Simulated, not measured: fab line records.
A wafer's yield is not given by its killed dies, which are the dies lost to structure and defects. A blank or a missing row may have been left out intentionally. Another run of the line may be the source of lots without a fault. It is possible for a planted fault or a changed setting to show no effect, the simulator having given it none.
Which tool did it? ; flow gf180mcu ; 14 lots, 42 wafers sampled, at 5 steps of a route of 602

== WHAT THE GAUGES SHOWED, per wafer ==
GF_STI_BOW_MEAS_00. Usual: INCOMING_BOW typically reads -1 um, with standard deviation 6.5.
lot;measured;on;INCOMING_BOW (um);flag
L389;day 1 10:02;film metro-02;4 -9 -7;
L390;day 1 15:00;film metro-02;2 -4 -1;
L391;day 1 20:01;film metro-04;-1 6 3;
L393;day 2 06:01;film metro-01;13 3 2;
L394;day 2 11:00;film metro-01;5 -2 -3;
L396;day 2 21:00;film metro-02;10 17 7;
L397;day 3 02:00;film metro-04;-7 1 -3;
L398;day 3 07:00;film metro-02;0 3 -3;
L399;day 3 12:00;film metro-04;-5 8 7;
L402;day 4 03:00;film metro-02;-7 5 2;
L403;day 4 08:00;film metro-01;-1 8 -13;
L404;day 4 13:00;film metro-01;7 -8 -5;
L410;day 5 19:00;film metro-04;3 2 -5;
L411;day 6 00:00;film metro-02;3 -1 9;

GF_STI_THK_MEAS_30. Usual: STI_OXIDATION_02_THK typically reads 10.00 nm, with standard deviation 0.2.
lot;measured;on;STI_OXIDATION_02_THK (nm);flag
L389;day 2 06:20;film metro-02;9.95 10.12 10.14;
L390;day 2 12:38;film metro-01;10.00 9.77 9.87;
L391;day 2 17:05;film metro-02;9.68 9.92 10.14;
L393;day 3 03:41;film metro-02;10.16 9.85 10.03;
L394;day 3 08:44;film metro-01;9.79 9.99 9.84;
L396;day 3 17:44;film metro-01;10.11 10.07 10.02;
L397;day 3 23:39;film metro-04;9.91 9.91 9.79;
L398;day 4 06:01;film metro-04;9.74 10.05 9.84;
L399;day 4 09:19;film metro-02;10.06 10.08 9.94;
L402;day 5 02:19;film metro-02;9.66 9.61 9.53;
L403;day 5 06:17;film metro-01;12.46 12.58 12.44;OFF
L404;day 5 10:55;film metro-02;12.63 12.76 12.60;OFF
L410;day 6 19:11;film metro-04;10.35 10.24 10.45;
L411;day 7 01:16;film metro-02;10.25 10.42 10.17;

GF_HV_LDD_CD_MEAS_07: the cd target is 400 nm. Usual: cd nm 400.3 nm, standard deviation 1.7.
lot;measured;on;cd nm (nm);flag
L389;day 10 02:44;cd sem-01;398.7 397.6 397.7;
L390;day 10 13:17;cd sem-02;399.5 398.8 397.9;
L391;day 10 17:14;cd sem-02;401.1 399.2 401.9;
L393;day 11 14:04;cd sem-01;398.9 397.5 399.4;
L394;day 11 14:28;cd sem-02;403.5 402.7 404.2;
L396;day 12 11:29;cd sem-01;399.6 400.0 400.0;
L397;day 12 11:43;cd sem-02;400.2 396.6 398.6;
L398;day 13 02:28;cd sem-01;399.4 400.2 398.4;
L399;day 13 02:10;cd sem-01;400.8 399.4 400.9;
L402;day 14 06:22;cd sem-01;401.4 398.8 399.7;
L403;day 14 09:31;cd sem-01;401.3 400.4 401.1;
L404;day 14 15:07;cd sem-01;399.5 400.5 400.5;
L410;day 16 09:34;cd sem-01;400.9 402.9 401.0;
L411;day 17 06:28;cd sem-01;395.8 398.8 397.4;

GF_HV_LDD_OVL_MEAS_47. Usual: HV_LDD_03_OVL typically reads 0.2 nm, with standard deviation 1.8.
lot;measured;on;HV_LDD_03_OVL (nm);flag
L389;day 12 10:36;overlay-01;0.1 -0.3 2.5;
L390;day 12 22:44;overlay-01;-4.5 -2.7 -2.9;
L391;day 13 02:04;overlay-02;-0.3 -1.3 1.9;
L393;day 14 01:48;overlay-01;0.2 0.3 -1.2;
L394;day 14 02:35;overlay-01;1.3 -0.1 1.3;
L396;day 15 02:47;overlay-02;1.9 0.7 2.1;
L397;day 15 03:41;overlay-02;-1.4 0.8 -1.2;
L398;day 15 17:46;overlay-02;0.6 2.3 -0.3;
L399;day 15 17:05;overlay-02;1.1 5.3 2.5;
L402;day 17 01:14;overlay-01;-1.7 -1.9 -1.1;
L403;day 17 04:08;overlay-01;1.0 2.1 0.2;
L404;day 17 12:06;overlay-01;-0.3 -0.5 -1.0;
L410;day 19 10:00;overlay-02;2.3 3.2 2.0;
L411;day 20 06:56;overlay-02;3.5 2.0 1.2;

== WHAT TOOL EACH LOT RAN ON (gives the tool, then ch and the chambers of the sampled wafers, and finally the start) ==
lot;GF_STI_OXIDATION_29
L389;furnace-02 ch 0, day 2 04:55
L390;furnace-02 ch 0, day 2 11:14
L391;furnace-01 ch 0, day 2 15:41
L393;furnace-01 ch 0, day 3 02:17
L394;furnace-02 ch 0, day 3 07:20
L396;furnace-02 ch 0, day 3 16:20
L397;furnace-01 ch 0, day 3 22:16
L398;furnace-02 ch 0, day 4 04:37
L399;furnace-02 ch 0, day 4 07:56
L402;furnace-01 ch 0, day 5 00:55
L403;furnace-02 ch 0, day 5 04:53
L404;furnace-02 ch 0, day 5 09:31
L410;furnace-01 ch 0, day 6 17:47
L411;furnace-01 ch 0, day 6 23:52
- GF_STI_OXIDATION_29: stabilise 600 s, purge 300 s, target thk 10 nm.

== WHAT THE TOOLS THEMSELVES READ (means of the sampled wafers that have a number; where no wafer has one, the mark that the record gives instead) ==
GF_STI_OXIDATION_29. Usual: spike tc bottom C 919 C, standard deviation 3.5; spike tc centre C 900.8 C, standard deviation 2; spike tc lower C 901.1 C, standard deviation 1.1; spike tc top C 914 C, standard deviation 3.9; spike tc upper C 900.5 C, standard deviation 1.6; zone power lower pct 18.51 %, standard deviation 0.22.
lot;tool;spike tc bottom C (C);spike tc centre C (C);spike tc lower C (C);spike tc top C (C);spike tc upper C (C);zone power lower pct (%);flag
L389;furnace-02;921;901.9;901.0;917;901.9;18.51;
L390;furnace-02;922;901.8;901.1;917;901.6;18.55;
L391;furnace-01;915;898.9;901.1;910;898.3;18.49;
L393;furnace-01;914;898.2;901.4;909;898.8;18.51;
L394;furnace-02;921;902.2;901.8;917;901.7;18.51;
L396;furnace-02;922;903.5;901.1;917;901.4;18.62;
L397;furnace-01;916;898.8;900.7;910;899.4;18.45;
L398;furnace-02;922;902.4;901.5;916;901.2;18.71;
L399;furnace-02;922;901.4;901.1;917;900.9;18.56;
L402;furnace-01;915;899.1;901.5;909;900.0;18.41;
L403;furnace-02;943;925.2;923.5;939;923.8;19.82;OFF
L404;furnace-02;944;924.9;923.3;938;923.4;19.72;OFF
L410;furnace-01;914;899.1;901.3;909;898.4;18.28;
L411;furnace-01;916;897.8;901.3;910;898.7;18.31;

== THE ANSWER, worked out from the rows above alone ==
Rule: a lot counts as off when the mean over its wafers that have a number is more than 3 standard deviations away from the usual mean. Also off: a lot with no number at a reading for which 4 or more lots have one. Any other lot the step has rows for is counted as sound. After the gauges, taken in route order, come the tools' own readings; for these a lot's mean is taken, as printed above. The first step at which some lot is off is used, and at that step the reading that is off furthest; a lot without a number counts as furthest.
Off: L403, L404, at GF_STI_THK_MEAS_30 (STI_OXIDATION_02_THK).
A tool fits if, at a process step before that reading, it ran every lot that is off, and no sound lot after the first of them. The gauges at GF_STI_THK_MEAS_30 aren't tried: what is off there is off at GF_STI_OXIDATION_29 too, on other tools, and a gauge's error can't cause that. One candidate fits, namely furnace-02 at GF_STI_OXIDATION_29. A fault onset in the window from L399 (day 4 07:56, its last sound lot) to L403 (day 5 04:53, its first lot off) fits.
The tool's own readings at GF_STI_OXIDATION_29 bear it out: on the lots that are off they differ by more than 5 times the standard deviation of the sound lots' means. spike tc bottom C reads 944 C there against 918 C on the sound lots; spike tc centre C reads 925.0 C there against 900.4 C on the sound lots; spike tc lower C reads 923.4 C there against 901.2 C on the sound lots; spike tc top C reads 938 C there against 913 C on the sound lots; spike tc upper C reads 923.6 C there against 900.2 C on the sound lots; zone power lower pct reads 19.77 % there against 18.49 % on the sound lots.

== WHAT THE SIMULATOR PUT IN ==
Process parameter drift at GF_STI_OXIDATION_29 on furnace-02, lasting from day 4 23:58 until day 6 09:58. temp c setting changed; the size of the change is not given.
Struck lots among those shown: L403, L404. The rule given above showed the same thing.
